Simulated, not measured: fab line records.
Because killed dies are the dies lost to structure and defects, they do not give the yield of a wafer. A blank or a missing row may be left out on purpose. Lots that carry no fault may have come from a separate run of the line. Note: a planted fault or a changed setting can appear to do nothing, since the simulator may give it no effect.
Chamber matching | flow sky130 | SKY_METAL3_ETCH_17 on rie_diel-02 has 4 sister chambers
The step etches SiO2 in C4F8/O2/Ar, stops on TiN, time 3.9 s, target depth 15 nm. 4 wafers are shown with their chamber, then 12 later ones without.

== WAFERS WITH THEIR CHAMBER ==
wafer  | chamber | oes_product_au (a.u.)
L088.6 | 3       | 0.758
L089.2 | 2       | 0.758
L089.5 | 1       | 0.765
L089.6 | 0       | 0.770

== WAFERS WITHOUT THEIR CHAMBER ==
wafer  | oes_product_au (a.u.)
L092.1 | 0.746
L092.2 | 0.752
L092.3 | 0.735
L092.4 | 0.744
L092.5 | 0.755
L092.6 | 0.747
L096.1 | 0.750
L096.2 | 0.743
L096.3 | 0.743
L096.4 | 0.750
L096.5 | 0.746
L096.6 | 0.748

== WHICH CHAMBER EACH WENT THROUGH ==
wafer  | from the rows above               | in truth
L092.1 | can't be placed: 2 or 3 or 1 or 0 | 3
L092.2 | can't be placed: 2 or 3 or 1 or 0 | 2
L092.3 | can't be placed: 2 or 3 or 1 or 0 | 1
L092.4 | can't be placed: 2 or 3 or 1 or 0 | 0
L092.5 | can't be placed: 2 or 3 or 1 or 0 | 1
L092.6 | can't be placed: 2 or 3 or 1 or 0 | 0
L096.1 | can't be placed: 2 or 3 or 1 or 0 | 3
L096.2 | can't be placed: 2 or 3 or 1 or 0 | 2
L096.3 | can't be placed: 2 or 3 or 1 or 0 | 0
L096.4 | can't be placed: 2 or 3 or 1 or 0 | 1
L096.5 | can't be placed: 2 or 3 or 1 or 0 | 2
L096.6 | can't be placed: 2 or 3 or 1 or 0 | 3
Placed correctly: 0 of 12. From these rows, 12 cannot be placed; in 12 the true chamber is one of the candidates. Wrongly placed: 0.
How it was worked out, from the rows above alone: a wafer's distance from a chamber is the root of the sum, over the readings, of the square of ((its reading less the chamber's mean) divided by the reading's scatter). If the next closest chamber is less than 2 further off than the closest, the wafer can't be placed; otherwise it belongs to the closest. The mean given for a chamber averages the wafers shown for that chamber. The scatter: with one shown wafer a chamber, the root of the mean of the squares of how far each hidden wafer lies from its nearest shown one.
